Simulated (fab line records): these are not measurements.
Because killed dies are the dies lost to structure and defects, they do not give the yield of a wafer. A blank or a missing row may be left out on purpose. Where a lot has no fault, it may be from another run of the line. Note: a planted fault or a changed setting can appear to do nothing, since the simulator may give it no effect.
fab line records	flow sky130
[record] lots = 7	wafers = 21	lastDay = 49
route steps=708 shown VT_ADJUST_NCORE@125 VT_ADJUST_HVTR@131 VT_ADJUST_PCH@143
lots that met no fault: from a run of the same line without faults
startH: the number of hours between the record's first day and the start of the first shown wafer of the lot	waitH: time in hours since the lot's previous step	" as in the row above	L1.1+2: a single row standing in for several wafers	- no value, or no start given	* or withheld: withheld	< > ~ a bound
route shown NAME@n: a module of which the file shows steps, and the number in the route of the first	usual: mean/standard deviation taken from wafers without a fault	same: alike in all rows	chamber/n: place in a boat	sites: the reading at each site	_std_site: the values' standard deviation	_edge_site: mean of outer sites minus mean of inner sites	radiusMm: how far each site lies from the wafer's centre	mask NAME#n: copy n	behind: the most recent tool/chamber to have shaped the wafer	hold: why the lot went on hold/how many hours it stayed there/how the hold came to an end	device: names the non-switching transistor (n, p or np)	end of line: the same wafers' tests at the end of the route	a step without rows: its recipe alone	killed: not the wafer's yield, but the dies lost to structure and defects at the first sort	map: a wafer's dies, marking killed ones x, the rest . and places with no die _
set.NAME: the run value of the setting; set.NAME@STEP: its run value at that earlier step	model.NAME: the simulator's own value behind a step, which no gauge read
lots at selected steps of the route; one table per step, one row per wafer
services: the hour from which a tool's chamber was out of use, counted from the record's first day as startH (under 0 if before that day), plus the number of hours and why
[[steps]]
[step SKY_VT_ADJUST_NCORE_DEVELOP_06]
[recipe] resist = NOVOLAK	developer = TMAH	developTimeS = 60	devTempC = 23
[step SKY_VT_ADJUST_NCORE_CD_MEAS_07]
[recipe] targetCdNm = 380
[usual] cdNm = 380.6/2
lot.wafer	tool	chamber	startH	waitH	cdNm
L283.3	cdSem-01	-	180.93	0.1	380.7
L283.4	"	-	"	"	380.8
L283.5	"	-	"	"	382.3
L287.1	cdSem-02	-	209.14	0.1	383.0
L287.2	"	-	"	"	383.1
L287.5	"	-	"	"	383.5
L288.1	cdSem-01	-	216.69	0.1	381.2
L288.5	"	-	"	"	381.2
L288.6	"	-	"	"	382.1
L289.1	cdSem-02	-	221.64	0.1	378.0
L289.3	"	-	"	"	379.6
L289.4	"	-	"	"	379.6
L298.3	cdSem-02	-	289.43	0.1	378.5
L298.5	"	-	"	"	377.9
L298.6	"	-	"	"	379.6
L300.1	cdSem-02	-	301.29	0.1	381.4
L300.5	"	-	"	"	381.3
L300.6	"	-	"	"	382.3
L301.2	cdSem-01	-	304.80	0.1	381.1
L301.5	"	-	"	"	382.0
L301.6	"	-	"	"	383.1
[step SKY_VT_ADJUST_NCORE_OVL_MEAS_08]
[usual] VT_ADJUST_NCORE_OVL = -1.1/1.5
lot.wafer	tool	chamber	startH	waitH	VT_ADJUST_NCORE_OVL[nm]
L283.3	overlay-01	-	181.02	0.1	-1.5
L283.4	"	-	"	"	-1.0
L283.5	"	-	"	"	-2.7
L287.1	overlay-02	-	209.26	0.1	-1.1
L287.2	"	-	"	"	-2.3
L287.5	"	-	"	"	-2.6
L288.1	overlay-02	-	216.81	0.1	-1.7
L288.5	"	-	"	"	-1.5
L288.6	"	-	"	"	0.2
L289.1	overlay-02	-	221.76	0.1	0.0
L289.3	"	-	"	"	-2.0
L289.4	"	-	"	"	-0.6
L298.3	overlay-01	-	289.52	0.1	0.3
L298.5	"	-	"	"	0.5
L298.6	"	-	"	"	1.4
L300.1	overlay-01	-	301.41	0.1	-2.3
L300.5	"	-	"	"	-0.4
L300.6	"	-	"	"	0.3
L301.2	overlay-01	-	304.90	0.1	-1.2
L301.5	"	-	"	"	-2.9
L301.6	"	-	"	"	-2.8
[step SKY_VT_ADJUST_NCORE_IMPLANT_09]
[recipe] species = B	energyKev = 10	doseCm2 = 2.4e+12	tiltDeg = withheld
[step SKY_VT_ADJUST_NCORE_STRIP_10]
[recipe] chemistry = O2/N2	powerW = 1400	pressureMtorr = 1500	platenTempC = withheld	o2FlowSccm = 3000	n2FlowSccm = 300	overashFraction = 0.5
[usual] drypumpMotorCurrentA = 5.7/0.39	o2FlowSccm = 2999/9	oesProductAu = 0.716/0.0041	stripTimeToEndpointS = 14.17/0.047
[same] overashFraction = 0.5
lot.wafer	tool	chamber	startH	waitH	drypumpMotorCurrentA	o2FlowSccm	oesProductAu	rfHoursCounterH	stripTimeToEndpointS
L283.3	plasmaAsher-04	0	181.23	0.1	6.3	2985	0.722	-	14.21
L283.4	"	1	"	"	5.9	2992	0.719	-	14.21
L283.5	"	0	"	"	6.3	2996	0.715	-	14.21
L287.1	plasmaAsher-01	0	209.45	0.1	5.8	2991	0.719	38	14.11
L287.2	"	1	"	"	5.1	2995	0.718	38	14.14
L287.5	"	0	"	"	5.8	2996	0.725	-	14.12
L288.1	plasmaAsher-01	0	217.00	0.1	5.8	3009	0.724	39	14.10
L288.5	"	0	"	"	5.8	3006	0.714	-	14.17
L288.6	"	1	"	"	5.1	3016	0.724	-	14.14
L289.1	plasmaAsher-01	1	221.95	0.1	5.2	2989	0.711	39	14.23
L289.3	"	1	"	"	5.1	3010	0.719	-	14.19
L289.4	"	0	"	"	5.8	2988	0.717	-	14.16
L298.3	plasmaAsher-03	0	289.73	0.1	5.6	3006	0.717	-	14.22
L298.5	"	0	"	"	5.6	3008	0.716	-	14.21
L298.6	"	1	"	"	6.1	2993	0.710	-	14.20
L300.1	plasmaAsher-01	0	301.60	0.1	5.8	3006	0.714	46	14.14
L300.5	"	1	"	"	5.2	3015	0.712	-	14.18
L300.6	"	0	"	"	5.8	2999	0.710	-	14.16
L301.2	plasmaAsher-01	1	305.08	0.1	5.2	2987	0.707	47	14.14
L301.5	"	1	"	"	5.2	2979	0.717	-	14.11
L301.6	"	0	"	"	5.8	2985	0.724	-	14.10
[step SKY_VT_ADJUST_NCORE_TW_MEAS_11]
[usual] VT_ADJUST_NCORE_TW = 219.0/1.8
lot.wafer	tool	chamber	startH	waitH	VT_ADJUST_NCORE_TW
L283.3	filmMetro-01	-	181.32	0.1	218.1
L283.4	"	-	"	"	218.2
L283.5	"	-	"	"	218.4
L287.1	filmMetro-03	-	209.55	0.1	221.4
L287.2	"	-	"	"	221.4
L287.5	"	-	"	"	221.1
L288.1	filmMetro-04	-	217.10	0.1	217.1
L288.5	"	-	"	"	216.5
L288.6	"	-	"	"	216.5
L289.1	filmMetro-04	-	222.05	0.1	215.9
L289.3	"	-	"	"	216.5
L289.4	"	-	"	"	215.9
L298.3	filmMetro-03	-	289.82	0.1	221.6
L298.5	"	-	"	"	221.0
L298.6	"	-	"	"	221.2
L300.1	filmMetro-04	-	301.70	0.1	218.5
L300.5	"	-	"	"	217.8
L300.6	"	-	"	"	217.8
L301.2	filmMetro-04	-	305.19	0.1	216.4
L301.5	"	-	"	"	217.1
L301.6	"	-	"	"	218.6
[step SKY_VT_ADJUST_HVTR_DEHYDRATE_00]
[recipe] tempC = 200	timeS = 60
[step SKY_VT_ADJUST_HVTR_HMDS_01]
[recipe] primeTimeS = 60	primeTempC = 120
[step SKY_VT_ADJUST_HVTR_COAT_02]
[recipe] resist = NOVOLAK	spinRpm = 3000	resistThkNm = 1140
[step SKY_VT_ADJUST_HVTR_SOFTBAKE_03]
[recipe] tempC = 90	timeS = 60	resist = NOVOLAK
[step SKY_VT_ADJUST_HVTR_EXPOSE_04]
[recipe] maskId = HVTRM	targetCdNm = 380	na = 0.6	sourceShape = conventional	sigmaOuter = 0.6	doseMj = 150
[step SKY_VT_ADJUST_HVTR_PEB_05]
[recipe] tempC = withheld	timeS = *	resist = NOVOLAK
[step SKY_VT_ADJUST_HVTR_DEVELOP_06]
[recipe] developTimeS = 60	devTempC = 23
lot.wafer	tool	chamber	startH	waitH
L283.3+4+5	lithoTrack-04	0	201.86	0.1
L287.1+2+5	lithoTrack-04	0	231.11	0.1
L288.1+5+6	lithoTrack-04	0	239.06	0.1
L289.1+3+4	lithoTrack-04	0	244.06	0.1
L298.3+5+6	lithoTrack-03	0	315.99	0.1
L300.1+5+6	lithoTrack-02	0	328.24	0.1
L301.2+5+6	lithoTrack-04	0	331.24	0.1
[step SKY_VT_ADJUST_HVTR_OVL_MEAS_08]
[usual] VT_ADJUST_HVTR_OVL = 1.3/1.3
lot.wafer	tool	chamber	startH	waitH	VT_ADJUST_HVTR_OVL[nm]
L283.3	overlay-01	-	202.09	0.1	-0.3
L283.4	"	-	"	"	0.2
L283.5	"	-	"	"	1.3
L287.1	overlay-01	-	231.38	0.1	2.6
L287.2	"	-	"	"	2.4
L287.5	"	-	"	"	1.9
L288.1	overlay-02	-	239.33	0.1	2.5
L288.5	"	-	"	"	1.9
L288.6	"	-	"	"	2.7
L289.1	overlay-01	-	244.33	0.1	-0.4
L289.3	"	-	"	"	-1.2
L289.4	"	-	"	"	-0.3
L298.3	overlay-02	-	316.22	0.1	1.2
L298.5	"	-	"	"	3.2
L298.6	"	-	"	"	1.3
L300.1	overlay-02	-	328.51	0.1	-0.2
L300.5	"	-	"	"	-1.1
L300.6	"	-	"	"	1.1
L301.2	overlay-02	-	331.49	0.1	2.5
L301.5	"	-	"	"	1.8
L301.6	"	-	"	"	-0.3
[step SKY_VT_ADJUST_HVTR_IMPLANT_09]
[recipe] species = B	energyKev = 10	doseCm2 = 2.1e+12	tiltDeg = withheld
[step SKY_VT_ADJUST_HVTR_STRIP_10]
[recipe] chemistry = O2/N2	powerW = 1400	pressureMtorr = 1500	platenTempC = withheld	o2FlowSccm = 3000	n2FlowSccm = 300	overashFraction = 0.5
[usual] drypumpMotorCurrentA = 5.88/0.29	o2FlowSccm = 3001/8.9	oesProductAu = 0.715/0.0048	stripTimeToEndpointS = 14.17/0.049
[same] overashFraction = 0.5
lot.wafer	tool	chamber	startH	waitH	drypumpMotorCurrentA	o2FlowSccm	oesProductAu	rfHoursCounterH	stripTimeToEndpointS
L283.3	plasmaAsher-04	1	202.30	0.1	5.93	3002	0.714	-	14.14
L283.4	"	0	"	"	6.26	2987	0.720	-	14.13
L283.5	"	1	"	"	5.95	3008	0.714	-	14.13
L287.1	plasmaAsher-03	1	231.57	0.1	6.03	2980	0.711	55	14.17
L287.2	"	0	"	"	5.58	3002	0.726	55	14.13
L287.5	"	0	"	"	5.57	3001	0.717	-	14.11
L288.1	plasmaAsher-04	1	239.52	0.1	5.94	3014	0.716	55	14.06
L288.5	"	0	"	"	6.27	3009	0.721	-	14.05
L288.6	"	1	"	"	5.94	3002	0.720	-	14.06
L289.1	plasmaAsher-03	0	244.52	0.1	5.54	3003	0.716	56	14.12
L289.3	"	1	"	"	6.08	2998	0.721	-	14.16
L289.4	"	0	"	"	5.57	3010	0.724	-	14.10
L298.3	plasmaAsher-02	0	316.43	0.1	5.51	2996	0.720	-	14.12
L298.5	"	1	"	"	6.15	2991	0.720	-	14.14
L298.6	"	0	"	"	5.50	3001	0.717	-	14.11
L300.1	plasmaAsher-02	0	328.70	0.1	5.49	3007	0.718	20	14.16
L300.5	"	0	"	"	5.52	2998	0.709	-	14.15
L300.6	"	1	"	"	6.16	2988	0.717	-	14.18
L301.2	plasmaAsher-03	1	331.67	0.1	6.06	3010	0.711	65	14.18
L301.5	"	1	"	"	6.03	3021	0.722	-	14.18
L301.6	"	0	"	"	5.59	3003	0.729	-	14.15
[step SKY_VT_ADJUST_HVTR_TW_MEAS_11]
[usual] VT_ADJUST_HVTR_TW = 208.4/1.9
lot.wafer	tool	chamber	startH	waitH	VT_ADJUST_HVTR_TW
L283.3	filmMetro-02	-	202.39	0.1	206.6
L283.4	"	-	"	"	207.3
L283.5	"	-	"	"	206.0
L287.1	filmMetro-04	-	231.67	0.1	29.8
L287.2	"	-	"	"	30.1
L287.5	"	-	"	"	29.9
L288.1	filmMetro-04	-	239.62	0.1	30.2
L288.5	"	-	"	"	30.1
L288.6	"	-	"	"	30.2
L289.1	filmMetro-04	-	244.62	0.1	30.3
L289.3	"	-	"	"	30.3
L289.4	"	-	"	"	30.3
L298.3	filmMetro-02	-	316.52	0.1	205.9
L298.5	"	-	"	"	206.6
L298.6	"	-	"	"	206.5
L300.1	filmMetro-01	-	328.80	0.1	210.5
L300.5	"	-	"	"	209.8
L300.6	"	-	"	"	210.4
L301.2	filmMetro-04	-	331.78	0.1	209.1
L301.5	"	-	"	"	209.3
L301.6	"	-	"	"	209.4
[step SKY_VT_ADJUST_PCH_DEHYDRATE_00]
[recipe] tempC = 200	timeS = 60
[[services]]
tool	chamber	startH	hours	kind
plasmaAsher-02	-	158.44	6.1	repair
plasmaAsher-02	-	159.31	2.5	repair
plasmaAsher-04	-	186.73	5.8	repair
plasmaAsher-02	-	203.66	2.8	pm
plasmaAsher-01	-	267.82	7.5	repair
plasmaAsher-04	-	282.53	11.8	repair
plasmaAsher-02	-	299.74	11.8	repair
[[key]]
[firstSign] step = SKY_VT_ADJUST_HVTR_TW_MEAS_11	reading = VT_ADJUST_HVTR_TW	direction = down	sigmas = 94	usual = 208.4	struck = 30.1
effect none on later readings
metAt SKY_VT_ADJUST_HVTR_DEVELOP_06
struckWafers L287.1,L287.2,L287.5,L288.1,L288.5,L288.6,L289.1,L289.3,L289.4
sortLeftOut L287.1,L287.2,L287.5,L288.1,L288.5,L288.6,L289.1,L289.3,L289.4
testerLeftOut L287,L288,L289
onsetBetween 201.86 231.11
[fault] kind = processParameterDrift	tool = lithoTrack-04	chamber = -	onsetH = 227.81	steps = SKY_VT_ADJUST_HVTR_DEVELOP_06	channel = developTimeS	offset = *	shape = step	endH = 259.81	actsIn = *	stated = *
// testerLeftOut: of these lots the tester's yield and bins aren't shown, on N5 and GAA mostly nor the transistor test; their killed dies are dies lost to structure and defects alone, not to doping, threshold or leakage, so they don't give the yield
// sortLeftOut: the simulated sort isn't trusted on such a fault, so these wafers' sort isn't shown, and their yield isn't known
